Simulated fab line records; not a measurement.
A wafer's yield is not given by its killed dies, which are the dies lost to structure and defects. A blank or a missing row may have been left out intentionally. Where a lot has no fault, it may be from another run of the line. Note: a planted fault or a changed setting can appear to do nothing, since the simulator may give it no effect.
Split-lot experiment | flow sfq line | 5 lots, 23 wafers read, on a route of 325 steps

== SPLIT DETAILS ==
At SFQ_TRILAYER_I5_BARC_OPEN_VIA_ETCH_200 (etches BARC in O2, target depth 125 nm, time 41.7 s), the setting time s was moved away from the recipe's 41.7 s on 9 of the 23 wafers read, by -7.8% to +13.0%. This setting was run at the recipe's value on the other wafers.

The reading is taken at the split's own step.

== THE READING ==
oes product au, in a.u., at SFQ_TRILAYER_I5_BARC_OPEN_VIA_ETCH_200 (etches BARC in O2, target depth 125 nm, time 41.7 s). Typical for fault-free wafers on this fab line: 0.685 a.u., with standard deviation 0.0043 a.u.

wafer  | tool, chamber at the split | time s as run, s | against the recipe | oes product au, a.u. | against lot-mates on the recipe
L075.1 | rie diel-04, 3             | 41.7             | recipe             | 0.694                | -
L075.3 | rie diel-04, 0             | 47.13            | +13.0%             | 0.670                | -0.020
L075.4 | rie diel-04, 2             | 47.13            | +13.0%             | 0.667                | -0.023
L075.5 | rie diel-04, 2             | 41.7             | recipe             | 0.686                | -
L075.6 | rie diel-04, 3             | 47.13            | +13.0%             | 0.669                | -0.021
L077.1 | rie diel-02, 2             | 41.7             | recipe             | 0.685                | -
L077.4 | rie diel-02, 1             | 41.7             | recipe             | 0.696                | -
L077.6 | rie diel-02, 0             | 41.7             | recipe             | 0.690                | -
L080.1 | rie diel-02, 3             | 41.7             | recipe             | 0.685                | -
L080.2 | rie diel-02, 0             | 41.7             | recipe             | 0.683                | -
L080.4 | rie diel-02, 2             | 41.7             | recipe             | 0.686                | -
L080.5 | rie diel-02, 2             | 41.7             | recipe             | 0.685                | -
L080.6 | rie diel-02, 3             | 41.7             | recipe             | 0.679                | -
L081.2 | rie diel-04, 1             | 38.43            | -7.8%              | 0.704                | +0.017
L081.3 | rie diel-04, 3             | 41.7             | recipe             | 0.683                | -
L081.4 | rie diel-04, 3             | 38.43            | -7.8%              | 0.711                | +0.024
L081.5 | rie diel-04, 1             | 38.43            | -7.8%              | 0.709                | +0.022
L081.6 | rie diel-04, 0             | 41.7             | recipe             | 0.691                | -
L083.1 | rie diel-01, 2             | 41.7             | recipe             | 0.687                | -
L083.2 | rie diel-01, 3             | 43.29            | +3.8%              | 0.683                | -0.004
L083.3 | rie diel-01, 0             | 43.29            | +3.8%              | 0.679                | -0.008
L083.4 | rie diel-01, 1             | 41.7             | recipe             | 0.687                | -
L083.6 | rie diel-01, 1             | 43.29            | +3.8%              | 0.682                | -0.005

THE FIT
A straight line over all 23 wafers: oes product au changes by -0.00179 a.u. for each +1% of time s; r = -0.91; the points scatter about the line by 0.0047 a.u.
The same after taking each lot's own level away (the mean of its wafers on the recipe; 23 wafers): -0.00194 a.u. for each +1%; r = -0.95; scatter 0.0038 a.u.
Per that fit: largest time s move, reading shift of 0.025 a.u.
Measured against the standard deviation above, the lots' own levels, which go from 0.6836 to 0.6903 a.u., span 1.6 times it.
The two slopes agree, so the slope changes little with the lot-to-lot level.
Check: -0.025 a.u. against its lot-mates is what the line predicts for one of the wafers moved furthest among these (+13.0%) when that wafer is left out of the fit. It came out at -0.02 a.u. against them.
Tool readings at the split's step, against how far the setting was moved: oes product au r = -0.91.

== OTHER SPLITS APPLIED TO THESE WAFERS ==
These wafers also went through other splits before the reading. Each is held against what the fit with the lots' levels taken away leaves over:
other split on the same wafers                          | wafers away from the commonest value | r with oes product au (lot level and that fit taken away)
SFQ_TRILAYER_M5_BARC_OPEN_METAL_ETCH_161 pressure mtorr | 15                                   | -0.35
SFQ_TRILAYER_R5_LITHO_COAT_141 resist thk nm            | 10                                   | +0.25
SFQ_TRILAYER_R5_BARC_OPEN_METAL_ETCH_177 time s         | 11                                   | -0.01

== THE WHOLE CHAIN: every reading that the file lists as answering this split, in the file's order ==
step                                   | what it does                                        | reading                                                                                   | change (the file's fit)                   | r (the file's)
SFQ_TRILAYER_I5_BARC_OPEN_VIA_ETCH_200 | etches BARC in O2, target depth 125 nm, time 41.7 s | oes product au                                                                            | -0.00187 a.u. for each +1% of the setting | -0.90
SFQ_TRILAYER_I5_BARC_OPEN_VIA_ETCH_200 | etches BARC in O2, target depth 125 nm, time 41.7 s | KrF_of_TRILAYER_I5_LITHO_COAT_144.thk nm (the simulator's own value, which no gauge read) | -0.604 nm for each +1% of the setting     | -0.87

== THE FILE'S OWN FIT ==
oes product au changes by -0.00187 a.u. for each +1% of time s, r = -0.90.
